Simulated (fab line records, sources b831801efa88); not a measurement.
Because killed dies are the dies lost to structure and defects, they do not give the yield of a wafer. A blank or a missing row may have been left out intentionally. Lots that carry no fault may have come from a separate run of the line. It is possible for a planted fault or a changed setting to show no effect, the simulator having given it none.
What tool caused it? || flow gf180mcu || 12 lots with 36 wafers sampled at 3 steps, on a route of 602 steps

== WHAT THE GAUGES READ, wafer by wafer ==
GF_MIM_RS_MEAS_10: measures by four-point-probe. Usual: for MIM_ALCU_RS the level is 0.1596 ohm/sq and the standard deviation is 0.0021.
{"lot": "L256", "measured": "day 25 00:49", "on": "filmMetro-02", "MIM_ALCU_RS (ohm/sq)": "0.1635 0.1592 0.1598", "flag": ""}
{"lot": "L257", "measured": "day 25 09:22", "on": "filmMetro-01", "MIM_ALCU_RS (ohm/sq)": "0.1596 0.1609 0.1595", "flag": ""}
{"lot": "L259", "measured": "day 25 18:21", "on": "filmMetro-03", "MIM_ALCU_RS (ohm/sq)": "0.1606 0.1577 0.1588", "flag": ""}
{"lot": "L261", "measured": "day 26 14:05", "on": "filmMetro-02", "MIM_ALCU_RS (ohm/sq)": "0.1567 0.1557 0.1573", "flag": ""}
{"lot": "L262", "measured": "day 26 15:59", "on": "filmMetro-03", "MIM_ALCU_RS (ohm/sq)": "0.1601 0.1619 0.1616", "flag": ""}
{"lot": "L263", "measured": "day 27 06:13", "on": "filmMetro-02", "MIM_ALCU_RS (ohm/sq)": "0.1579 0.1600 0.1614", "flag": ""}
{"lot": "L266", "measured": "day 28 02:01", "on": "filmMetro-02", "MIM_ALCU_RS (ohm/sq)": "0.1564 0.1588 0.1577", "flag": ""}
{"lot": "L268", "measured": "day 28 20:09", "on": "filmMetro-02", "MIM_ALCU_RS (ohm/sq)": "0.1591 0.1604 0.1589", "flag": ""}
{"lot": "L271", "measured": "day 29 14:48", "on": "filmMetro-01", "MIM_ALCU_RS (ohm/sq)": "0.1602 0.1597 0.1619", "flag": ""}
{"lot": "L273", "measured": "day 30 04:02", "on": "filmMetro-02", "MIM_ALCU_RS (ohm/sq)": "0.1613 0.1593 0.1599", "flag": ""}
{"lot": "L275", "measured": "day 30 18:57", "on": "filmMetro-01", "MIM_ALCU_RS (ohm/sq)": "0.1602 0.1645 0.1604", "flag": ""}
{"lot": "L278", "measured": "day 31 10:30", "on": "filmMetro-01", "MIM_ALCU_RS (ohm/sq)": "0.1539 0.1577 0.1568", "flag": ""}

GF_TOP_METAL_RS_MEAS_05: measures by four-point-probe. Usual: for TOP_METAL_ALCU_RS the level is 0.0326 ohm/sq and the standard deviation is 0.0005.
{"lot": "L256", "measured": "day 27 18:06", "on": "filmMetro-03", "TOP_METAL_ALCU_RS (ohm/sq)": "0.0326 0.0326 0.0327", "flag": ""}
{"lot": "L257", "measured": "day 28 03:10", "on": "filmMetro-02", "TOP_METAL_ALCU_RS (ohm/sq)": "0.0326 0.0313 0.0326", "flag": ""}
{"lot": "L259", "measured": "day 28 10:05", "on": "filmMetro-03", "TOP_METAL_ALCU_RS (ohm/sq)": "0.0322 0.0326 0.0324", "flag": ""}
{"lot": "L261", "measured": "day 29 05:33", "on": "filmMetro-02", "TOP_METAL_ALCU_RS (ohm/sq)": "0.0330 0.0334 0.0326", "flag": ""}
{"lot": "L262", "measured": "day 29 07:38", "on": "filmMetro-03", "TOP_METAL_ALCU_RS (ohm/sq)": "0.0331 0.0314 0.0330", "flag": ""}
{"lot": "L263", "measured": "day 29 19:45", "on": "filmMetro-03", "TOP_METAL_ALCU_RS (ohm/sq)": "0.0329 0.0326 0.0340", "flag": ""}
{"lot": "L266", "measured": "day 30 13:31", "on": "filmMetro-03", "TOP_METAL_ALCU_RS (ohm/sq)": "0.0333 0.0321 0.0333", "flag": ""}
{"lot": "L268", "measured": "day 31 06:54", "on": "filmMetro-02", "TOP_METAL_ALCU_RS (ohm/sq)": "0.0326 0.0320 0.0329", "flag": ""}
{"lot": "L271", "measured": "day 32 00:37", "on": "filmMetro-03", "TOP_METAL_ALCU_RS (ohm/sq)": "0.0328 0.0331 0.0325", "flag": ""}
{"lot": "L273", "measured": "day 32 12:06", "on": "filmMetro-02", "TOP_METAL_ALCU_RS (ohm/sq)": "0.0338 0.0329 0.0330", "flag": ""}
{"lot": "L275", "measured": "day 33 01:33", "on": "filmMetro-03", "TOP_METAL_ALCU_RS (ohm/sq)": "0.0323 0.0326 0.0326", "flag": ""}
{"lot": "L278", "measured": "day 33 14:55", "on": "filmMetro-03", "TOP_METAL_ALCU_RS (ohm/sq)": "0.0323 0.0333 0.0323", "flag": ""}

== WHICH TOOL RAN EACH LOT (tool, then ch and the chambers of the sampled wafers, then the start) ==
{"lot": "L256", "GF_V5_CVD_02": "pecvd-02 ch 0,1, day 26 20:05"}
{"lot": "L257", "GF_V5_CVD_02": "pecvd-04 ch 1,2, day 27 04:44"}
{"lot": "L259", "GF_V5_CVD_02": "pecvd-02 ch 0,1,2, day 27 12:22"}
{"lot": "L261", "GF_V5_CVD_02": "pecvd-04 ch 0,1,2, day 28 07:31"}
{"lot": "L262", "GF_V5_CVD_02": "pecvd-04 ch 0,2, day 28 10:10"}
{"lot": "L263", "GF_V5_CVD_02": "pecvd-02 ch 0,1,2, day 28 22:35"}
{"lot": "L266", "GF_V5_CVD_02": "pecvd-02 ch 1,2, day 29 17:26"}
{"lot": "L268", "GF_V5_CVD_02": "pecvd-02 ch 1,2, day 30 11:05"}
{"lot": "L271", "GF_V5_CVD_02": "pecvd-02 ch 1,2, day 31 04:52"}
{"lot": "L273", "GF_V5_CVD_02": "pecvd-02 ch 0,1,2, day 31 16:55"}
{"lot": "L275", "GF_V5_CVD_02": "pecvd-02 ch 0,2, day 32 06:46"}
{"lot": "L278", "GF_V5_CVD_02": "pecvd-02 ch 0,2, day 32 20:55"}
- GF_V5_CVD_02: deposits SiO2 from TEOS, target thk 1450 nm, time 163.28 s.

== AS READ BY THE TOOLS THEMSELVES (means over the sampled wafers that have a number; for cases with no such wafer, the mark the record gives instead) ==
GF_V5_CVD_02. Usual: 667 W for heaterPowerW, sd 100.
{"lot": "L256", "tool": "pecvd-02", "heaterPowerW (W)": 743, "flag": ""}
{"lot": "L257", "tool": "pecvd-04", "heaterPowerW (W)": 630, "flag": ""}
{"lot": "L259", "tool": "pecvd-02", "heaterPowerW (W)": 721, "flag": ""}
{"lot": "L261", "tool": "pecvd-04", "heaterPowerW (W)": 654, "flag": ""}
{"lot": "L262", "tool": "pecvd-04", "heaterPowerW (W)": 666, "flag": ""}
{"lot": "L263", "tool": "pecvd-02", "heaterPowerW (W)": 743, "flag": ""}
{"lot": "L266", "tool": "pecvd-02", "heaterPowerW (W)": 617, "flag": ""}
{"lot": "L268", "tool": "pecvd-02", "heaterPowerW (W)": 641, "flag": ""}
{"lot": "L271", "tool": "pecvd-02", "heaterPowerW (W)": 659, "flag": ""}
{"lot": "L273", "tool": "pecvd-02", "heaterPowerW (W)": 686, "flag": ""}
{"lot": "L275", "tool": "pecvd-02", "heaterPowerW (W)": 684, "flag": ""}
{"lot": "L278", "tool": "pecvd-02", "heaterPowerW (W)": 737, "flag": ""}

== THE ANSWER, worked out from the rows above alone ==
Rule: take the mean of a lot's wafers that have a number; if it is more than 3 standard deviations from the usual mean, the lot is off. Also off: a lot with no number at a reading for which 4 or more lots have one. Any other lot the step has rows for is counted as sound. Order of review: gauges by route order, followed by the tools' own readings, for which a lot's mean as printed above is used. At the first step where some lot is off, the reading lying furthest off is the one used; lots without a number count as furthest.
Across all readings shown, no lot is off: no conclusion can be drawn from this.

== WHAT WAS PUT IN BY THE SIMULATOR ==
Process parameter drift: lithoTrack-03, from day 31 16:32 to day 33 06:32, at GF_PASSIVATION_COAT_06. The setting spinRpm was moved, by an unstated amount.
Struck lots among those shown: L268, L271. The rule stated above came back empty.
